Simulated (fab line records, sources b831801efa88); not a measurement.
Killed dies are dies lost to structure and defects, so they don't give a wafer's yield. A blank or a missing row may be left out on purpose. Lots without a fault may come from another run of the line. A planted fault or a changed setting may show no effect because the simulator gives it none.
One fault seen from 2 desks | flow gf180mcu | each desk has only its own numbers; what lay behind them comes last

THE TOOL OWNER'S DESK: implanter-03
The tool's own readings at GF_VT_IMPLANT_IMPLANT_41: means of the sampled wafers that have a number, for each lot that ran on this tool. A lot is out of limits, marked OUT, if its mean lies more than 4 standard deviations from the usual mean; the brackets give that distance.
Columns: A = beam_energy_keV at GF_VT_IMPLANT_IMPLANT_41, usual 70.000; B = end_station_pressure_torr at GF_VT_IMPLANT_IMPLANT_41, usual 5.01e-06 Torr
lot  | first seen here | A                        | B
L605 | day 7 10:24     | 70.002                   | 4.99e-06
L608 | day 8 08:40     | 69.955                   | 4.97e-06
L614 | day 10 07:06    | 70.012                   | 5.13e-06
L619 | day 11 14:47    | 70.016                   | 5.10e-06
L620 | day 11 22:53    | 88.936 (+99 or more) OUT | 4.69e-06
L623 | day 12 18:17    | 88.935 (+99 or more) OUT | 5.17e-06
L624 | day 12 20:36    | 88.906 (+99 or more) OUT | 4.98e-06
This desk's finding: out of limits on L620, L623, L624; first on L620, day 11 22:53 (beam_energy_keV at GF_VT_IMPLANT_IMPLANT_41). In limits: L605, L608, L614, L619.

THE METROLOGY DESK
What the gauges read, lot by lot, whatever tool the lot ran on: means of the sampled wafers that have a number. A lot is out of limits, marked OUT, if its mean lies more than 4 standard deviations from the usual mean; the brackets give that distance.
Columns: A = VT_IMPLANT_4_TW at GF_VT_IMPLANT_TW_MEAS_43, usual 694; B = cd_nm at GF_POLY_GATE_CD_MEAS_10, usual 280.1 nm; C = CONTACT_BOW at GF_CONTACT_BOW_MEAS_05, usual 65 um
lot  | first seen here | A             | B     | C
L605 | day 7 10:39     | 692           | 278.5 | 60
L608 | day 8 08:55     | 692           | 280.0 | 68
L611 | day 9 03:34     | 695           | 279.6 | 67
L614 | day 10 07:19    | 697           | 281.0 | 64
L616 | day 10 16:29    | 698           | 280.4 | 69
L615 | day 10 17:43    | 696           | 280.2 | 55
L617 | day 11 00:47    | 697           | 279.8 | 72
L619 | day 11 15:01    | 701           | 280.6 | 68
L620 | day 11 23:07    | 743 (+13) OUT | 280.4 | 61
L622 | day 12 12:23    | 692           | 279.7 | 56
L623 | day 12 18:32    | 743 (+13) OUT | 280.6 | 70
L624 | day 12 20:51    | 750 (+15) OUT | 280.0 | 63
L627 | day 13 19:37    | 691           | 279.4 | 70
This desk's finding: out of limits on L620, L623, L624; first on L620, day 11 23:07 (VT_IMPLANT_4_TW at GF_VT_IMPLANT_TW_MEAS_43). In limits: L605, L608, L611, L614, L616, L615, L617, L619, L622, L627.

PUT TOGETHER
The tool owner's desk could have raised an alarm at day 11 22:53, on L620, L623, L624.
The metrology desk could have raised an alarm at day 11 23:07, on L620, L623, L624.
Of the lots named, all ran GF_VT_IMPLANT_IMPLANT_41 on implanter-03.

WHAT THE SIMULATOR HAD PUT IN
Process parameter drift: implanter-03, from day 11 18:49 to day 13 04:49, at GF_VT_IMPLANT_IMPLANT_41. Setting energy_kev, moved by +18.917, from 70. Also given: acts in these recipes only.
Lots struck among those shown: L620, L623, L624.
Hours from the fault's start to each desk's first reading out of limits: the tool owner's desk, 4; the metrology desk, 4.
